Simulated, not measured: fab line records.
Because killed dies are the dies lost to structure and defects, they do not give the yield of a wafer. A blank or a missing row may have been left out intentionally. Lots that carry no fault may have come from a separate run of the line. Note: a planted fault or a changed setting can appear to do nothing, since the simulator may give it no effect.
fab line records | flow gf180mcu | part 1 of 2: steps 1 to 27 of 37
record lots=5 | wafers=15 | lastDay=34
route steps=602 shown STI@10 DNWELL@32 NWELL@42
lots with no fault: from the same line, run without faults
startH: hours from the record's first day to the start of the lot's first wafer shown | waitH: time in hours since the lot's previous step | " repeats the value in the row above | L1.1+2: several wafers, shown together as one row | - value missing, or start not given | * or withheld: withheld | < > ~ a bound
route shown NAME@n: NAME is a module with steps in the file, n the number in the route of the first one | usual: mean/standard deviation of fault-free wafers | same: alike in all rows | chamber/n: place in a boat | sites: each site's reading | _std_site: their standard deviation | _edge_site: inner sites' mean taken away from outer sites' mean | radiusMm: how far each site lies from the wafer's centre | mask NAME#n: copy n | behind: the last tool/chamber to shape the wafer | hold: what put the lot on hold/how long, in hours/how the hold closed | device: the transistor (n, p or np) that didn't switch | end of line: the same wafers' tests at the end of the route | for a step that has no rows: nothing shown but its recipe | killed: count of dies lost to structure and defects at first sort (not the wafer's yield) | map: dies across one wafer; x = killed, . = not, _ = none there
set.NAME: the setting that was run; set.NAME@STEP: the one run at that earlier step | model.NAME: the simulator's own value behind a step, which no gauge read
certain route steps with their lots: each step a table, each wafer a row
services: a tool's chamber out of use, with start hour (startH, from the record's first day; less than 0 if before it), hours out, and reason
## steps
# step GF_STI_EXPOSE_09
# recipe maskId=COMP | targetCdNm=220 | na=0.68 | sourceShape=conventional | sigmaOuter=0.6 | doseMj=28
lot.wafer  | tool          | chamber | startH | waitH | mask
L075.3+4+5 | krfScanner-01 | 0       | -      | -     | COMP#0
L078.3+4+6 | krfScanner-02 | 0       | -      | -     | COMP#0
L086.2+3+6 | krfScanner-01 | 0       | -      | -     | COMP#0
L095.4+5+6 | krfScanner-01 | 0       | -      | -     | COMP#0
L096.2+5+6 | krfScanner-01 | 0       | -      | -     | COMP#0
# step GF_STI_PEB_10
# recipe pebTempC=135 | pebTimeS=90 | resist=KrF
# usual resistLineTempC=23.00/0.093
lot.wafer | tool          | chamber | startH | waitH | resistLineTempC
L075.3    | lithoTrack-01 | 0       | -      | -     | 22.99
L075.4    | "             | 0       | "      | "     | 23.03
L075.5    | "             | 0       | "      | "     | 22.87
L078.3    | lithoTrack-02 | 0       | -      | -     | 22.94
L078.4    | "             | 0       | "      | "     | 22.96
L078.6    | "             | 0       | "      | "     | 22.98
L086.2    | lithoTrack-02 | 0       | -      | -     | 22.95
L086.3    | "             | 0       | "      | "     | 22.96
L086.6    | "             | 0       | "      | "     | 22.87
L095.4    | lithoTrack-01 | 0       | -      | -     | 22.96
L095.5    | "             | 0       | "      | "     | 22.97
L095.6    | "             | 0       | "      | "     | 23.00
L096.2    | lithoTrack-02 | 0       | -      | -     | 22.95
L096.5    | "             | 0       | "      | "     | 23.11
L096.6    | "             | 0       | "      | "     | 22.99
# step GF_STI_DEVELOP_11
# recipe developTimeS=60 | devTempC=21
# usual developerTempC=20.99/0.1 | resistLineTempC=23.04/0.11
lot.wafer | tool          | chamber | startH | waitH | developerTempC | resistLineTempC
L075.3    | lithoTrack-01 | 0       | 31.52  | 0.1   | 21.04          | 22.88
L075.4    | "             | 0       | "      | "     | 20.94          | 23.03
L075.5    | "             | 0       | "      | "     | 21.17          | 23.05
L078.3    | lithoTrack-02 | 0       | 47.17  | 0.1   | 20.90          | 22.86
L078.4    | "             | 0       | "      | "     | 20.95          | 22.99
L078.6    | "             | 0       | "      | "     | 20.92          | 22.86
L086.2    | lithoTrack-02 | 0       | 87.80  | 0.2   | 21.10          | 23.11
L086.3    | "             | 0       | "      | "     | 21.12          | 23.11
L086.6    | "             | 0       | "      | "     | 21.02          | 23.09
L095.4    | lithoTrack-01 | 0       | 134.50 | 0.1   | 21.11          | 23.03
L095.5    | "             | 0       | "      | "     | 21.07          | 22.93
L095.6    | "             | 0       | "      | "     | 21.19          | 22.84
L096.2    | lithoTrack-02 | 0       | 138.45 | 0.2   | 20.85          | 23.14
L096.5    | "             | 0       | "      | "     | 21.11          | 23.21
L096.6    | "             | 0       | "      | "     | 21.04          | 23.13
# step GF_STI_CD_MEAS_12
# recipe targetCdNm=220
# usual cdNm=220.1/1.6
lot.wafer | tool     | chamber | startH | waitH | cdNm
L075.3    | cdSem-01 | -       | 31.66  | 0.1   | 219.9
L075.4    | "        | -       | "      | "     | 220.3
L075.5    | "        | -       | "      | "     | 220.5
L078.3    | cdSem-01 | -       | 47.31  | 0.1   | 222.1
L078.4    | "        | -       | "      | "     | 221.1
L078.6    | "        | -       | "      | "     | 222.0
L086.2    | cdSem-01 | -       | 87.94  | 0.1   | 217.7
L086.3    | "        | -       | "      | "     | 218.2
L086.6    | "        | -       | "      | "     | 218.4
L095.4    | cdSem-02 | -       | 134.63 | 0.1   | 218.3
L095.5    | "        | -       | "      | "     | 220.4
L095.6    | "        | -       | "      | "     | 218.5
L096.2    | cdSem-01 | -       | 138.59 | 0.1   | 219.3
L096.5    | "        | -       | "      | "     | 219.4
L096.6    | "        | -       | "      | "     | 219.4
# step GF_STI_ETCH_13
# recipe chemistry=CHF3/O2 | stopOn=Si | overEtchFrac=0.3 | targetDepthA=2823.1 | sourceW=600 | biasW=200 | pressureMtorr=40 | chf3FlowSccm=50 | O2_flow_sccm=5 | timeS=112.9
# usual biasW=200.0/0.66 | drypumpMotorCurrentA=5.5/0.56 | oesProductAu=0.834/0.0075 | throttleValvePct=8.810/0.011
lot.wafer | tool       | chamber | startH | waitH | biasW | drypumpMotorCurrentA | oesProductAu | rfHoursCounterH | throttleValvePct
L075.3    | rieDiel-04 | 2       | 31.74  | 0.1   | 200.8 | 6.6                  | 0.827        | 40              | 8.820
L075.4    | "          | 1       | "      | "     | 199.3 | 5.1                  | 0.823        | 105             | 8.798
L075.5    | "          | 2       | "      | "     | 199.7 | 6.6                  | 0.821        | -               | 8.824
L078.3    | rieDiel-01 | 2       | 47.39  | 0.1   | 200.8 | 5.5                  | 0.832        | 11              | 8.810
L078.4    | "          | 0       | "      | "     | 201.2 | 5.7                  | 0.825        | 28              | 8.806
L078.6    | "          | 0       | "      | "     | 200.0 | 5.7                  | 0.842        | -               | 8.815
L086.2    | rieDiel-02 | 2       | 88.04  | 0.1   | 200.7 | 5.4                  | 0.843        | 28              | 8.816
L086.3    | "          | 3       | "      | "     | 199.3 | 4.9                  | 0.831        | 157             | 8.806
L086.6    | "          | 0       | "      | "     | 200.8 | 5.0                  | 0.828        | -               | 8.805
L095.4    | rieDiel-01 | 3       | 134.69 | 0.0   | 199.9 | 6.3                  | 0.840        | 61              | 8.814
L095.5    | "          | 3       | "      | "     | 200.1 | 6.3                  | 0.842        | -               | 8.823
L095.6    | "          | 2       | "      | "     | 199.8 | 5.5                  | 0.840        | -               | 8.798
L096.2    | rieDiel-04 | 2       | 138.69 | 0.1   | 200.0 | 6.5                  | 0.853        | 43              | 8.811
L096.5    | "          | 1       | "      | "     | 200.1 | 5.1                  | 0.841        | -               | 8.818
L096.6    | "          | 0       | "      | "     | 199.2 | 6.6                  | 0.847        | -               | 8.816
# step GF_STI_ETCH_14
# recipe target=Si | chemistry=HBr/Cl2/O2 | targetDepthNm=360 | icpW=600 | biasW=150 | pressureMtorr=15 | HBr_flow_sccm=150 | Cl2_flow_sccm=40 | O2_flow_sccm=6 | timeS=102.9
# usual biasW=150.0/0.47 | drypumpMotorCurrentA=5.8/0.39 | mfcCl2Sccm=40.01/0.13 | oesProductAu=0.993/0.013 | throttleValvePct=25.661/0.012
lot.wafer | tool     | chamber | startH | waitH | biasW | drypumpMotorCurrentA | mfcCl2Sccm | oesProductAu | rfHoursCounterH | throttleValvePct
L075.3    | rieSi-02 | 3       | 31.82  | 0.0   | 150.7 | 6.0                  | 40.08      | 1.022        | 134             | 25.656
L075.4    | "        | 0       | "      | "     | 150.6 | 6.0                  | 40.07      | 0.985        | 122             | 25.644
L075.5    | "        | 1       | "      | "     | 149.8 | 5.3                  | 39.96      | 0.978        | -               | 25.666
L078.3    | rieSi-01 | 1       | 47.47  | 0.0   | 150.6 | 5.6                  | 40.13      | 0.987        | 96              | 25.654
L078.4    | "        | 2       | "      | "     | 149.6 | 6.2                  | 40.01      | 0.983        | 68              | 25.687
L078.6    | "        | 1       | "      | "     | 150.9 | 5.6                  | 39.94      | 0.985        | -               | 25.665
L086.2    | rieSi-01 | 0       | 88.12  | 0.0   | 150.0 | 6.0                  | 40.04      | 1.001        | 12              | 25.644
L086.3    | "        | 1       | "      | "     | 150.6 | 5.6                  | 40.05      | 0.990        | 96              | 25.667
L086.6    | "        | 1       | "      | "     | 150.9 | 5.6                  | 39.90      | 0.994        | -               | 25.677
L095.4    | rieSi-02 | 3       | 134.81 | 0.1   | 150.2 | 6.0                  | 40.00      | 1.012        | -               | 25.624
L095.5    | "        | 0       | "      | "     | 149.6 | 6.0                  | 39.99      | 0.993        | -               | 25.653
L095.6    | "        | 1       | "      | "     | 149.6 | 5.3                  | 39.98      | 0.983        | -               | 25.660
L096.2    | rieSi-01 | 0       | 138.77 | 0.0   | 150.2 | 6.0                  | 40.19      | 1.010        | 12              | 25.645
L096.5    | "        | 0       | "      | "     | 150.1 | 6.0                  | 40.04      | 1.008        | -               | 25.673
L096.6    | "        | 1       | "      | "     | 150.4 | 5.6                  | 40.05      | 1.000        | -               | 25.649
# step GF_STI_STRIP_15
# recipe chemistry=O2/N2 | powerW=1400 | pressureMtorr=1500 | platenTempC=250 | o2FlowSccm=3000 | n2FlowSccm=300 | overashFraction=0.5
# usual drypumpMotorCurrentA=6.0/0.45 | heaterPowerW=344/23 | oesProductAu=0.385/0.0051 | platenTempC=250.02/0.2 | stripTimeToEndpointS=3.75/0.057
lot.wafer | tool           | chamber | startH | waitH | drypumpMotorCurrentA | heaterPowerW | oesProductAu | platenTempC | rfHoursCounterH | stripTimeToEndpointS
L075.3    | plasmaAsher-01 | 0       | 31.93  | 0.1   | 5.3                  | 333          | 0.375        | 250.02      | -               | 3.68
L075.4    | "              | 1       | "      | "     | 6.5                  | 366          | 0.396        | 250.41      | -               | 3.72
L075.5    | "              | 0       | "      | "     | 5.3                  | 347          | 0.388        | 250.14      | -               | 3.73
L078.3    | plasmaAsher-03 | 1       | 47.58  | 0.1   | 5.7                  | 362          | 0.387        | 250.31      | -               | 3.66
L078.4    | "              | 0       | "      | "     | 6.6                  | 306          | 0.388        | 250.08      | -               | 3.72
L078.6    | "              | 0       | "      | "     | 6.6                  | 311          | 0.378        | 249.55      | -               | 3.70
L086.2    | plasmaAsher-03 | 0       | 88.19  | 0.0   | 6.6                  | 312          | 0.382        | 250.29      | 45              | 3.70
L086.3    | "              | 1       | "      | "     | 5.7                  | 368          | 0.375        | 249.97      | -               | 3.71
L086.6    | "              | 1       | "      | "     | 5.7                  | 360          | 0.388        | 250.01      | -               | 3.79
L095.4    | plasmaAsher-01 | 1       | 134.88 | 0.0   | 6.4                  | 365          | 0.374        | 249.67      | -               | 3.64
L095.5    | "              | 1       | "      | "     | 6.5                  | 374          | 0.380        | 249.92      | -               | 3.71
L095.6    | "              | 0       | "      | "     | 5.3                  | 331          | 0.386        | 250.28      | -               | 3.66
L096.2    | plasmaAsher-03 | 1       | 138.84 | 0.0   | 5.7                  | 367          | 0.386        | 249.88      | 51              | 3.79
L096.5    | "              | 1       | "      | "     | 5.7                  | 373          | 0.380        | 249.96      | -               | 3.73
L096.6    | "              | 0       | "      | "     | 6.6                  | 305          | 0.379        | 250.01      | -               | 3.71
# step GF_STI_CLEAN_16
# recipe chemistry=dHF | timeS=25 | dilution=100:1
lot.wafer  | tool        | chamber | startH | waitH
L075.3+4+5 | wetBench-03 | 1       | 32.00  | 0.0
L078.3+4+6 | wetBench-01 | 1       | 47.65  | 0.0
L086.2+3+6 | wetBench-03 | 0       | 88.29  | 0.1
L095.4+5+6 | wetBench-01 | 3       | 134.95 | 0.0
L096.2+5+6 | wetBench-03 | 1       | 138.94 | 0.1
# step GF_STI_WET_ETCH_17
# recipe chemistry=H3PO4 | targetDepthNm=45 | tempC=160 | target=Si3N4 | timeS=514
lot.wafer  | tool        | chamber | startH | waitH
L075.3+4+5 | wetBench-02 | 2       | 32.01  | 0.0
L078.3+4+6 | wetBench-02 | 2       | 47.66  | 0.0
L086.2+3+6 | wetBench-01 | 2       | 88.31  | 0.0
L095.4+5+6 | wetBench-02 | 0       | 134.96 | 0.0
L096.2+5+6 | wetBench-01 | 1       | 138.96 | 0.0
# step GF_STI_CLEAN_18
# recipe chemistry=SC1/SC2 | mix=1:4:20 | tempC=70 | timeS=150
lot.wafer  | tool        | chamber | startH | waitH
L075.3+4+5 | wetBench-03 | 2       | 32.17  | 0.0
L078.3+4+6 | wetBench-01 | 1       | 47.83  | 0.0
L086.2+3+6 | wetBench-02 | 3       | 88.48  | 0.0
L095.4+5+6 | wetBench-01 | 2       | 135.11 | 0.0
L096.2+5+6 | wetBench-02 | 1       | 139.12 | 0.0
# step GF_STI_CLEAN_19
# recipe chemistry=dHF | timeS=20 | dilution=100:1
lot.wafer  | tool        | chamber | startH | waitH
L075.3+4+5 | wetBench-01 | 0       | 32.22  | 0.0
L078.3+4+6 | wetBench-02 | 0       | 47.88  | 0.0
L086.2+3+6 | wetBench-03 | 3       | 88.53  | 0.0
L095.4+5+6 | wetBench-03 | 3       | 135.16 | 0.0
L096.2+5+6 | wetBench-03 | 2       | 139.17 | 0.0
# step GF_STI_WET_ETCH_20
# recipe chemistry=dHF | dilution=100:1 | targetDepthNm=20 | tempC=25 | dry=ipaMarangoni | target=SiO2 | timeS=400
lot.wafer  | tool        | chamber | startH | waitH
L075.3+4+5 | wetBench-02 | 2       | 32.23  | 0.0
L078.3+4+6 | wetBench-01 | 2       | 47.90  | 0.0
L086.2+3+6 | wetBench-01 | 0       | 88.54  | 0.0
L095.4+5+6 | wetBench-02 | 3       | 135.18 | 0.0
L096.2+5+6 | wetBench-01 | 2       | 139.19 | 0.0
# step GF_STI_OXIDATION_21
# recipe tempC=1000 | ambient=O2 | stabiliseS=600 | purgeS=300 | targetThkA=150 | oxTimeS=458
# usual spikeTcBottomC=1017.7/2.7 | tube_center_temp_C_max=1002.6/0.41
lot.wafer | tool       | chamber | startH | waitH | spikeTcBottomC | tube_center_temp_C_max
L075.3    | furnace-02 | 0       | 32.35  | 0.0   | 1020.6         | 1002.7
L075.4    | "          | 0       | "      | "     | 1020.4         | 1002.4
L075.5    | "          | 0       | "      | "     | 1021.6         | 1002.7
L078.3    | furnace-01 | 0       | 48.03  | 0.0   | 1015.7         | 1002.6
L078.4    | "          | 0       | "      | "     | 1015.4         | 1002.8
L078.6    | "          | 0       | "      | "     | 1015.3         | 1003.0
L086.2    | furnace-02 | 0       | 88.67  | 0.0   | 1019.4         | 1002.5
L086.3    | "          | 0       | "      | "     | 1019.3         | 1002.2
L086.6    | "          | 0       | "      | "     | 1020.0         | 1002.2
L095.4    | furnace-02 | 0       | 135.83 | 0.5   | 1021.6         | 1002.3
L095.5    | "          | 0       | "      | "     | 1020.2         | 1001.9
L095.6    | "          | 0       | "      | "     | 1020.3         | 1003.0
L096.2    | furnace-02 | 0       | 139.32 | 0.0   | 1019.6         | 1002.6
L096.5    | "          | 0       | "      | "     | 1020.8         | 1002.1
L096.6    | "          | 0       | "      | "     | 1020.8         | 1002.1
# step GF_STI_THK_MEAS_22
# recipe reads=SiO2_of_STI_OXIDATION_21
# usual STI_OXIDATION_01_THK=14.8/0.38
lot.wafer | tool         | chamber | startH | waitH | STI_OXIDATION_01_THK[nm]
L075.3    | filmMetro-04 | -       | 33.50  | 0.0   | 14.0
L075.4    | "            | -       | "      | "     | 14.1
L075.5    | "            | -       | "      | "     | 14.0
L078.3    | filmMetro-02 | -       | 49.17  | 0.0   | 15.0
L078.4    | "            | -       | "      | "     | 15.0
L078.6    | "            | -       | "      | "     | 14.9
L086.2    | filmMetro-02 | -       | 89.81  | 0.0   | 14.7
L086.3    | "            | -       | "      | "     | 14.8
L086.6    | "            | -       | "      | "     | 14.8
L095.4    | filmMetro-03 | -       | 136.99 | 0.0   | 14.9
L095.5    | "            | -       | "      | "     | 15.1
L095.6    | "            | -       | "      | "     | 15.3
L096.2    | filmMetro-02 | -       | 140.46 | 0.0   | 15.1
L096.5    | "            | -       | "      | "     | 15.2
L096.6    | "            | -       | "      | "     | 14.9
# step GF_STI_CVD_23
# recipe material=SiO2 | targetThkNm=650 | sigmaOpenFrac=0.3 | timeS=108.3 | tempC=600 | sih4FlowSccm=60 | pressureMtorr=6
lot.wafer  | tool      | chamber | startH | waitH
L075.3+4+5 | hdpcvd-01 | 2,1,1   | 33.58  | 0.1
L078.3+4+6 | hdpcvd-02 | 0,2,0   | 49.21  | 0.0
L086.2+3+6 | hdpcvd-01 | 1,2,2   | 89.86  | 0.0
L095.4+5+6 | hdpcvd-02 | 1,0,2   | 137.06 | 0.1
L096.2+5+6 | hdpcvd-01 | 0,1,0   | 140.51 | 0.0
# step GF_STI_THK_MEAS_24
# recipe reads=SiO2_of_STI_CVD_23
# usual STI_CVD_23_THK=654/8.3
lot.wafer | tool         | chamber | startH | waitH | STI_CVD_23_THK[nm]
L075.3    | filmMetro-03 | -       | 33.68  | 0.1   | 660
L075.4    | "            | -       | "      | "     | 651
L075.5    | "            | -       | "      | "     | 640
L078.3    | filmMetro-02 | -       | 49.31  | 0.1   | 653
L078.4    | "            | -       | "      | "     | 660
L078.6    | "            | -       | "      | "     | 650
L086.2    | filmMetro-03 | -       | 89.95  | 0.0   | 656
L086.3    | "            | -       | "      | "     | 662
L086.6    | "            | -       | "      | "     | 668
L095.4    | filmMetro-04 | -       | 137.12 | 0.0   | 651
L095.5    | "            | -       | "      | "     | 639
L095.6    | "            | -       | "      | "     | 662
L096.2    | filmMetro-04 | -       | 140.59 | 0.0   | 648
L096.5    | "            | -       | "      | "     | 653
L096.6    | "            | -       | "      | "     | 649
# step GF_STI_CMP_25
# recipe stopOn=Si3N4 | tOverpolishS=33 | downForcePsi=4 | platenRpm=60 | targetThkNm=524.6 | padVelocityMS=0.94248
# usual motorCurrentA=12.3/0.72 | overpolishRunS=33.001/0.0091 | slurryFlowMlMin=150.1/0.47 | timeToEndpointS=121/5.5
lot.wafer | tool   | chamber | startH | waitH | motorCurrentA | overpolishRunS | slurryFlowMlMin | timeToEndpointS
L075.4    | cmp-02 | 2       | 33.72  | 0.0   | 10.5          | 32.998         | 150.2           | 119
L075.3    | "      | 3       | "      | "     | 12.6          | 33.014         | 149.9           | 125
L075.5    | "      | 3       | "      | "     | 13.1          | 33.007         | 148.9           | 121
L078.3    | cmp-02 | 2       | 49.45  | 0.1   | 11.1          | 33.013         | 150.3           | 120
L078.4    | "      | 3       | "      | "     | 13.0          | 32.981         | 150.6           | 123
L078.6    | "      | 1       | "      | "     | 12.9          | 33.013         | 149.8           | 118
L086.2    | cmp-01 | 0       | 90.00  | 0.0   | 11.3          | 32.992         | 149.6           | 125
L086.3    | "      | 3       | "      | "     | 12.8          | 33.010         | 149.7           | 123
L086.6    | "      | 0       | "      | "     | 11.6          | 32.995         | 150.6           | 120
L095.4    | cmp-02 | 3       | 137.30 | 0.2   | 12.4          | 32.995         | 150.3           | 126
L095.5    | "      | 0       | "      | "     | 11.3          | 33.013         | 150.5           | 114
L095.6    | "      | 1       | "      | "     | 13.3          | 33.002         | 151.1           | 123
L096.2    | cmp-01 | 0       | 140.74 | 0.1   | 11.9          | 33.012         | 150.3           | 127
L096.5    | "      | 2       | "      | "     | 12.3          | 33.001         | 150.9           | 118
L096.6    | "      | 3       | "      | "     | 13.2          | 32.994         | 149.8           | 124
# step GF_STI_WET_ETCH_26
# recipe chemistry=dHF | targetDepthNm=94 | target=SiO2 | tempC=25 | dilution=10:1 | timeS=188
lot.wafer  | tool        | chamber | startH | waitH
L075.3+4+5 | wetBench-03 | 3       | 34.02  | 0.2
L078.3+4+6 | wetBench-01 | 1       | 49.65  | 0.1
L086.2+3+6 | wetBench-01 | 2       | 90.30  | 0.2
L095.4+5+6 | wetBench-03 | 3       | 137.45 | 0.1
L096.2+5+6 | wetBench-02 | 3       | 140.94 | 0.1
# step GF_STI_WET_ETCH_27
# recipe chemistry=H3PO4 | targetDepthNm=160 | target=Si3N4 | tempC=160 | timeS=1825
lot.wafer  | tool        | chamber | startH | waitH
L075.3+4+5 | wetBench-02 | 0       | 34.08  | 0.0
L078.3+4+6 | wetBench-02 | 0       | 49.72  | 0.0
L086.2+3+6 | wetBench-01 | 1       | 90.36  | 0.0
L095.4+5+6 | wetBench-03 | 0       | 137.51 | 0.0
L096.2+5+6 | wetBench-03 | 1       | 141.00 | 0.0
# step GF_STI_WET_ETCH_28
# recipe chemistry=dHF | targetDepthNm=20 | dry=ipaMarangoni | target=SiO2 | tempC=25 | dilution=10:1 | timeS=40
lot.wafer  | tool        | chamber | startH | waitH
L075.3+4+5 | wetBench-01 | 0       | 34.60  | 0.0
L078.3+4+6 | wetBench-03 | 2       | 50.28  | 0.0
L086.2+3+6 | wetBench-02 | 1       | 90.92  | 0.0
L095.4+5+6 | wetBench-02 | 2       | 138.03 | 0.0
L096.2+5+6 | wetBench-01 | 2       | 141.52 | 0.0
# step GF_STI_OXIDATION_29
# recipe tempC=900 | ambient=O2 | stabiliseS=600 | purgeS=300 | targetThkA=100 | oxTimeS=1418
# usual spikeTcBottomC=917.7/2.6 | tube_center_temp_C_max=902.3/0.35
lot.wafer | tool       | chamber | startH | waitH | spikeTcBottomC | tube_center_temp_C_max
L075.3    | furnace-01 | 0       | 34.62  | 0.0   | 914.7          | 902.9
L075.4    | "          | 0       | "      | "     | 913.8          | 902.5
L075.5    | "          | 0       | "      | "     | 915.1          | 902.2
L078.3    | furnace-02 | 0       | 50.66  | 0.4   | 919.4          | 902.6
L078.4    | "          | 0       | "      | "     | 920.7          | 902.1
L078.6    | "          | 0       | "      | "     | 921.5          | 901.6
L086.2    | furnace-01 | 0       | 91.39  | 0.4   | 914.8          | 902.1
L086.3    | "          | 0       | "      | "     | 916.3          | 902.9
L086.6    | "          | 0       | "      | "     | 914.5          | 902.6
L095.4    | furnace-01 | 0       | 138.05 | 0.0   | 915.1          | 902.4
L095.5    | "          | 0       | "      | "     | 914.5          | 902.4
L095.6    | "          | 0       | "      | "     | 915.4          | 902.5
L096.2    | furnace-01 | 0       | 141.54 | 0.0   | 914.0          | 902.3
L096.5    | "          | 0       | "      | "     | 914.7          | 902.0
L096.6    | "          | 0       | "      | "     | 914.4          | 902.4
# step GF_STI_THK_MEAS_30
# recipe reads=SiO2_of_STI_OXIDATION_29
# usual STI_OXIDATION_02_THK=9.87/0.24
lot.wafer | tool         | chamber | startH | waitH | STI_OXIDATION_02_THK[nm]
L075.3    | filmMetro-03 | -       | 36.03  | 0.0   | 9.93
L075.4    | "            | -       | "      | "     | 10.09
L075.5    | "            | -       | "      | "     | 10.06
L078.3    | filmMetro-04 | -       | 52.08  | 0.0   | 9.70
L078.4    | "            | -       | "      | "     | 9.85
L078.6    | "            | -       | "      | "     | 9.77
L086.2    | filmMetro-02 | -       | 92.79  | 0.0   | 10.19
L086.3    | "            | -       | "      | "     | 10.00
L086.6    | "            | -       | "      | "     | 10.06
L095.4    | filmMetro-03 | -       | 139.47 | 0.0   | 9.79
L095.5    | "            | -       | "      | "     | 9.89
L095.6    | "            | -       | "      | "     | 9.78
L096.2    | filmMetro-04 | -       | 142.94 | 0.0   | 9.32
L096.5    | "            | -       | "      | "     | 9.60
L096.6    | "            | -       | "      | "     | 9.49
# step GF_DNWELL_DEHYDRATE_00
# recipe tempC=200 | timeS=60
# usual resistLineTempC=23.00/0.093
lot.wafer | tool          | chamber | startH | waitH | resistLineTempC
L075.3    | lithoTrack-03 | 0       | 41.83  | 5.8   | 23.03
L075.4    | "             | 0       | "      | "     | 22.94
L075.5    | "             | 0       | "      | "     | 22.88
L078.3    | lithoTrack-03 | 0       | 58.28  | 6.2   | 23.00
L078.4    | "             | 0       | "      | "     | 23.05
L078.6    | "             | 0       | "      | "     | 23.10
L086.2    | lithoTrack-01 | 0       | 99.40  | 6.6   | 23.10
L086.3    | "             | 0       | "      | "     | 23.23
L086.6    | "             | 0       | "      | "     | 23.03
L095.4    | lithoTrack-01 | 0       | 147.10 | 7.6   | 22.96
L095.5    | "             | 0       | "      | "     | 22.93
L095.6    | "             | 0       | "      | "     | 22.90
L096.2    | lithoTrack-02 | 0       | 149.95 | 7.0   | 22.97
L096.5    | "             | 0       | "      | "     | 22.87
L096.6    | "             | 0       | "      | "     | 22.91
# step GF_DNWELL_HMDS_01
# recipe primeTimeS=60 | primeTempC=120
# usual resistLineTempC=23.01/0.097
lot.wafer | tool          | chamber | startH | waitH | resistLineTempC
L075.3    | lithoTrack-03 | 0       | 41.98  | 0.1   | 22.98
L075.4    | "             | 0       | "      | "     | 23.11
L075.5    | "             | 0       | "      | "     | 23.08
L078.3    | lithoTrack-03 | 0       | 58.43  | 0.1   | 23.02
L078.4    | "             | 0       | "      | "     | 22.93
L078.6    | "             | 0       | "      | "     | 22.96
L086.2    | lithoTrack-01 | 0       | 99.55  | 0.1   | 22.88
L086.3    | "             | 0       | "      | "     | 22.99
L086.6    | "             | 0       | "      | "     | 22.92
L095.4    | lithoTrack-01 | 0       | 147.25 | 0.1   | 23.00
L095.5    | "             | 0       | "      | "     | 23.12
L095.6    | "             | 0       | "      | "     | 23.08
L096.2    | lithoTrack-02 | 0       | 150.10 | 0.1   | 23.03
L096.5    | "             | 0       | "      | "     | 22.93
L096.6    | "             | 0       | "      | "     | 23.07
# step GF_DNWELL_COAT_02
# recipe spinRpm=2000 | resistThkNm=3000
# usual resistLineTempC=23.00/0.1
lot.wafer | tool          | chamber | startH | waitH | resistLineTempC
L075.3    | lithoTrack-03 | 0       | 42.13  | 0.1   | 22.82
L075.4    | "             | 0       | "      | "     | 23.07
L075.5    | "             | 0       | "      | "     | 22.97
L078.3    | lithoTrack-03 | 0       | 58.58  | 0.1   | 22.84
L078.4    | "             | 0       | "      | "     | 22.81
L078.6    | "             | 0       | "      | "     | 22.88
L086.2    | lithoTrack-01 | 0       | 99.70  | 0.1   | 23.06
L086.3    | "             | 0       | "      | "     | 22.91
L086.6    | "             | 0       | "      | "     | 23.12
L095.4    | lithoTrack-01 | 0       | 147.40 | 0.1   | 23.20
L095.5    | "             | 0       | "      | "     | 22.99
L095.6    | "             | 0       | "      | "     | 22.98
L096.2    | lithoTrack-02 | 0       | 150.25 | 0.1   | 23.08
L096.5    | "             | 0       | "      | "     | 23.11
L096.6    | "             | 0       | "      | "     | 23.05
# step GF_DNWELL_SOFTBAKE_03
# recipe tempC=110 | timeS=withheld
# usual resistLineTempC=22.99/0.1
lot.wafer | tool          | chamber | startH | waitH | resistLineTempC
L075.3    | lithoTrack-03 | 0       | 42.29  | 0.1   | 22.87
L075.4    | "             | 0       | "      | "     | 22.90
L075.5    | "             | 0       | "      | "     | 23.09
L078.3    | lithoTrack-03 | 0       | 58.74  | 0.1   | 22.99
L078.4    | "             | 0       | "      | "     | 22.92
L078.6    | "             | 0       | "      | "     | 22.82
L086.2    | lithoTrack-01 | 0       | 99.86  | 0.1   | 23.07
L086.3    | "             | 0       | "      | "     | 23.00
L086.6    | "             | 0       | "      | "     | 22.78
L095.4    | lithoTrack-01 | 0       | 147.57 | 0.1   | 23.08
L095.5    | "             | 0       | "      | "     | 23.19
L095.6    | "             | 0       | "      | "     | 23.01
L096.2    | lithoTrack-02 | 0       | 150.40 | 0.1   | 22.99
L096.5    | "             | 0       | "      | "     | 22.94
L096.6    | "             | 0       | "      | "     | 23.00
# step GF_DNWELL_EXPOSE_04
# recipe maskId=DNWELL | targetCdNm=1700 | na=0.6 | sourceShape=conventional | sigmaOuter=0.6 | doseMj=260
lot.wafer  | tool            | chamber | startH | waitH | mask
L075.3+4+5 | ilineStepper-02 | 0       | -      | -     | DNWELL#0
L078.3+4+6 | ilineStepper-02 | 0       | -      | -     | DNWELL#0
L086.2+3+6 | ilineStepper-02 | 0       | -      | -     | DNWELL#0
L095.4+5+6 | ilineStepper-02 | 0       | -      | -     | DNWELL#0
L096.2+5+6 | ilineStepper-01 | 0       | -      | -     | DNWELL#0
